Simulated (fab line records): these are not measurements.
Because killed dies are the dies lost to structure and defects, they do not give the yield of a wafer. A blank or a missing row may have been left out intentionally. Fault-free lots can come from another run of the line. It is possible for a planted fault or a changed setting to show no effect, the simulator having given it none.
Comparing a struck lot with a sound one	flow sky130	15 out of 708 route steps
Sound: these wafers, L302.2, L302.5, L302.6. Struck: wafer L310.3. (L310.2, L310.5 of the same lot were not struck and are left out.) The cause comes at the end.
For every step that has rows: the tool of each side, followed by ch and its chambers, followed by its first start. Under that, the readings that differ: sound wafers	struck wafers	difference of the means	sigmas: that difference in standard deviations of wafers without a fault.
alike: words and numbers the same on both sides, and readings whose means are apart by under 2 such deviations; not compared: readings that were withheld, readings missing a value for some wafer, numbers with overlapping values and no deviation given by the record, and bounds like >300 which may hide the same value.
The two part at a step that has a row with sigmas, a row that says differs or no value, or rows on one side only. Numbers that have no deviation but don't overlap get no sigmas and don't part them. Lack of a reading on every wafer of one side parts them only where that side has two or more wafers.

first, 1 step without rows for these wafers: SKY_CONTACT_ETCH_16 (etches BARC in N2/H2, stops on SiO2, time 45.9 s, target depth 60 nm).
SKY_CONTACT_ETCH_17: etches SiO2 in C4F8/O2/Ar, stops on Si3N4, target depth 340 nm.
  sound on rie-diel-04 ch 0,1, day 34 23:31; struck on rie-diel-04 ch 3, day 37 12:53
  alike: chamber-pressure-mTorr, oes-product-au
SKY_CONTACT_ETCH_18: etches Si3N4 in CHF3/O2, stops on TiN, time 39 s, target depth 75 nm.
  sound on rie-diel-04 ch 0,1; struck on rie-diel-04 ch 3
reading	sound	struck	difference	sigmas
oes-product-au (a.u.)	0.848 0.864 0.859	0.836	-0.021	-3
  alike: chamber-pressure-mTorr, drypump-motor-current-A, throttle-valve-pct
  not compared: rf-hours-counter-h
then, 4 steps without rows for these wafers: SKY_CONTACT_STRIP_19 (strips in O2/N2); SKY_CONTACT_STRIP_20 (strips in post etch residue remover, time 1200 s); SKY_CONTACT_CLEAN_21 (cleans in IPA, time 180 s); SKY_CONTACT_CLEAN_22 (cleans in O3/DIW).
SKY_CONTACT_SPUTTER_23: material TiN, target thk 20 nm, time 80 s.
  struck on pvd-sputter-01, day 37 13:34; sound on pvd-sputter-03, day 35 00:12
  alike: throttle-valve-pct
SKY_CONTACT_CVD_24: deposits W, target thk 340 nm, time 102.12 s.
  sound on cvd-w-01 ch 0,1, day 35 00:16; struck on cvd-w-02 ch 1, day 37 13:41
  alike: heater-power-w
SKY_CONTACT_RS_MEAS_25: the measuring method here is four-point-probe.
  struck on film-metro-04, day 37 13:49; sound on film-metro-02, day 35 00:23
  alike: CONTACT_W_RS
SKY_CONTACT_THK_MEAS_26: measures by xrf.
  struck on film-metro-04, day 37 13:55; sound on film-metro-02, day 35 00:30
  alike: CONTACT_W_THK
then, 1 step without rows for these wafers: SKY_CONTACT_CMP_27 (polishes, stops on SiO2, t overpolish 15 s, target thk 0 nm).
SKY_METAL1_SPUTTER_00: material Ti, target thk 15 nm, time 10 s.
  struck on pvd-sputter-04, day 37 14:16; sound on pvd-sputter-03, day 35 00:51
reading	sound	struck	difference	sigmas
model.Ti_of_METAL1_SPUTTER_00.thk-nm (nm)	15.15 15.16 14.82	7.535	-7.508	
  alike: throttle-valve-pct
SKY_METAL1_SPUTTER_01: material TiN, target thk 20 nm, time 16.7 s.
  struck on pvd-sputter-04, day 37 14:17; sound on pvd-sputter-03, day 35 00:52
  alike: throttle-valve-pct
SKY_PAD_OPEN_PROBE_99:
  the record holds rows for the sound wafers here (prober-02, day 48 10:15) but none for the struck ones

== WHERE THEY PART ==
First at SKY_CONTACT_ETCH_18; last, within this record, at SKY_PAD_OPEN_PROBE_99.

WHY: what had been put in by the simulator
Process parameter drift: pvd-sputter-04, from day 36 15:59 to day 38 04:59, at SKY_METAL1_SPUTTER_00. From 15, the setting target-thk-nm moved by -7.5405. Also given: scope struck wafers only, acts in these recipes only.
